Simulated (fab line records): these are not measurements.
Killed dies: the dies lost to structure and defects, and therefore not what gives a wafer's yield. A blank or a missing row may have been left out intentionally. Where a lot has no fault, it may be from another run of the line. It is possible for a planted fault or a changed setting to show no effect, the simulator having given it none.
Matching of chambers / flow sky130 / 4 sister chambers for SKY_SONOS_ONO_ETCH_15 on rie_diel-03
The step etches the open film in CHF3/O2, target depth 19.52 nm, time 7.8 s. 14 wafers are shown with their chamber, then 7 later ones without.

== WAFERS WITH THEIR CHAMBER ==
wafer=L173.2; chamber=2; drypump_motor_current_A (A)=5.7; oes_product_au (a.u.)=0.995; throttle_valve_pct (%)=8.818
wafer=L173.3; chamber=0; drypump_motor_current_A (A)=6.3; oes_product_au (a.u.)=1.000; throttle_valve_pct (%)=8.816
wafer=L173.6; chamber=0; drypump_motor_current_A (A)=6.3; oes_product_au (a.u.)=1.001; throttle_valve_pct (%)=8.818
wafer=L175.1; chamber=3; drypump_motor_current_A (A)=6.0; oes_product_au (a.u.)=0.989; throttle_valve_pct (%)=8.832
wafer=L175.4; chamber=0; drypump_motor_current_A (A)=6.3; oes_product_au (a.u.)=0.996; throttle_valve_pct (%)=8.828
wafer=L175.5; chamber=3; drypump_motor_current_A (A)=6.0; oes_product_au (a.u.)=0.995; throttle_valve_pct (%)=8.823
wafer=L178.4; chamber=3; drypump_motor_current_A (A)=6.0; oes_product_au (a.u.)=0.990; throttle_valve_pct (%)=8.828
wafer=L178.5; chamber=3; drypump_motor_current_A (A)=6.0; oes_product_au (a.u.)=0.990; throttle_valve_pct (%)=8.826
wafer=L178.6; chamber=0; drypump_motor_current_A (A)=6.3; oes_product_au (a.u.)=1.003; throttle_valve_pct (%)=8.832
wafer=L180.3; chamber=1; drypump_motor_current_A (A)=6.0; oes_product_au (a.u.)=1.003; throttle_valve_pct (%)=8.827
wafer=L180.4; chamber=3; drypump_motor_current_A (A)=5.9; oes_product_au (a.u.)=0.999; throttle_valve_pct (%)=8.829
wafer=L180.5; chamber=0; drypump_motor_current_A (A)=6.3; oes_product_au (a.u.)=1.007; throttle_valve_pct (%)=8.838
wafer=L187.1; chamber=0; drypump_motor_current_A (A)=6.2; oes_product_au (a.u.)=1.000; throttle_valve_pct (%)=8.840
wafer=L187.2; chamber=1; drypump_motor_current_A (A)=6.0; oes_product_au (a.u.)=0.999; throttle_valve_pct (%)=8.821

SIGNATURES, as means of the wafers listed above
reading=drypump_motor_current_A; chamber 0=6.283; chamber 1=6.000; chamber 2=5.700; chamber 3=5.980; scatter within a chamber=0.0404
reading=oes_product_au; chamber 0=1.00117; chamber 1=1.00100; chamber 2=0.99500; chamber 3=0.99260; scatter within a chamber=0.00385
reading=throttle_valve_pct; chamber 0=8.82867; chamber 1=8.82400; chamber 2=8.81800; chamber 3=8.82760; scatter within a chamber=0.00751
Rule: a wafer lies at a distance from a chamber equal to the root of the sum of squares, over the readings, of (its reading less the chamber's mean, divided by the reading's scatter). The wafer belongs to the nearest chamber; if the next one is less than 2 further off, it can't be placed. The scatter: the root of (the sum of the squares of (reading less its chamber's mean) over the shown wafers, divided by (wafers less chambers)).

== WAFERS MISSING THEIR CHAMBER ==
wafer=L187.3; drypump_motor_current_A (A)=6.0; oes_product_au (a.u.)=0.993; throttle_valve_pct (%)=8.831
wafer=L188.1; drypump_motor_current_A (A)=6.2; oes_product_au (a.u.)=0.988; throttle_valve_pct (%)=8.834
wafer=L188.5; drypump_motor_current_A (A)=6.2; oes_product_au (a.u.)=1.002; throttle_valve_pct (%)=8.833
wafer=L188.6; drypump_motor_current_A (A)=6.0; oes_product_au (a.u.)=0.994; throttle_valve_pct (%)=8.815
wafer=L189.2; drypump_motor_current_A (A)=6.0; oes_product_au (a.u.)=1.002; throttle_valve_pct (%)=8.832
wafer=L189.3; drypump_motor_current_A (A)=6.2; oes_product_au (a.u.)=0.992; throttle_valve_pct (%)=8.828
wafer=L189.4; drypump_motor_current_A (A)=6.0; oes_product_au (a.u.)=0.997; throttle_valve_pct (%)=8.811

== WHICH CHAMBER EACH WENT THROUGH ==
wafer=L187.3; from the rows above=can't be placed: 3 or 1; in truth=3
wafer=L188.1; from the rows above=can't be placed: 0 or 3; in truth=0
wafer=L188.5; from the rows above=0; in truth=0
wafer=L188.6; from the rows above=can't be placed: 3 or 1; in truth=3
wafer=L189.2; from the rows above=can't be placed: 1 or 3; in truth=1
wafer=L189.3; from the rows above=0; in truth=0
wafer=L189.4; from the rows above=can't be placed: 1 or 3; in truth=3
Correctly placed: 2 of 7. Not placeable from these rows: 5 (in 5, the candidates include the true chamber). 0 placed wrongly.
